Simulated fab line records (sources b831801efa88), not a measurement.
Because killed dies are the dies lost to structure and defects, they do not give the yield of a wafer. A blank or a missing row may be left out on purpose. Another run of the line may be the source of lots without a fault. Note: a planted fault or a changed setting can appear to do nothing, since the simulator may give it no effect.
8D (eight disciplines) problem report, filled in by code | flow gf180mcu | the parts of the form that need people (team, actions taken, sign-off) are left out

1. PROBLEM STATEMENT
runLengthS at GF_M3_SOFTBAKE_10 reads a mean of 91.23 s on 3 wafers of 3 lots; wafers without a fault read 88.94 s with a standard deviation of 0.17. That puts it +13 standard deviations away from the usual mean.
The step: time 60 s.
The first sign was on wafer L153.4 at day 23 22:55, on lithoTrack-04. At this step, 39 wafers from 14 lots have a number in the record. By rule, "out" or "out of limits" means more than 4 standard deviations away from the usual mean. The other wafers with a number count as sound.

2. WHAT IT IS; WHAT IT IS NOT
question                    | is                     | is not
which readings at this step | runLengthS             | -
which lots                  | L153, L155, L156       | L145, L146, L147, L148, L149, L161, L164, L165, L166, L167, L168
which wafers of those lots  | L153.4, L155.2, L156.4 | L153.3, L155.6, L156.6
read on which tools         | lithoTrack-04          | lithoTrack-01, lithoTrack-03
when                        | from day 23 22:55      | up to then (16 sound wafers); but 20 sound wafers of L155, L156, L161, L164, L165, L166, L167, L168 came after

3. WHAT RULES OUT EACH SUSPECT
Counting: if a tool at a process step up to the reading ran every lot that is out, it stays a suspect. Sound lots after the first of them don't rule it out here, since some wafers of a struck lot are sound.
- plasmaAsher-01 at GF_M2_STRIP_17 (strips in O2/N2): kept. It ran every lot that is out, first L153 (day 22 09:34); its last sound lot up to then is L147 (day 20 03:47).
- lithoTrack-04 at GF_M3_SOFTBAKE_10 (time 60 s): kept. It ran every lot that is out, first L153 (day 23 22:55); its last sound lot up to then is L149 (day 22 10:01). Out on those wafers are its own readings of runLengthS.
- Within plasmaAsher-01 at GF_M2_STRIP_17, the wafers that are out were processed in chamber 1 and their sound lot-mates in chamber 0.
Left after counting: plasmaAsher-01 at GF_M2_STRIP_17, lithoTrack-04 at GF_M3_SOFTBAKE_10.

4. THE CAUSE (what the simulator had put in)
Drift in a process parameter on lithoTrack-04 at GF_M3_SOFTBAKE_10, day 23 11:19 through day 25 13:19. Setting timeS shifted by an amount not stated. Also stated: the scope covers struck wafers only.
Counting left 2 suspects, and this tool is among them.

5. SEQUENCE OF EFFECTS, ordered by route
Each row: a reading whose mean over the struck wafers that have a number lies more than 3 standard deviations from the usual. Only readings for which the record gives a usual standard deviation are gone through. hours: the time from each lot's start at the first step in this table that gives one to its start at this step, as a median over the lots. sigmas: the change in usual standard deviations.
hours | step              | reading    | usual   | on struck wafers | change | sigmas
0     | GF_M3_SOFTBAKE_10 | runLengthS | 88.94 s | 91.23            | +2.29  | +13
The process steps in it:
- GF_M3_SOFTBAKE_10: time 60 s.

6. HOW IT WOULD HAVE BEEN CAUGHT EARLIER
12 hours passed between the start of the fault at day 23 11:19 and the first reading out of limits in this record, taken at day 23 22:55.
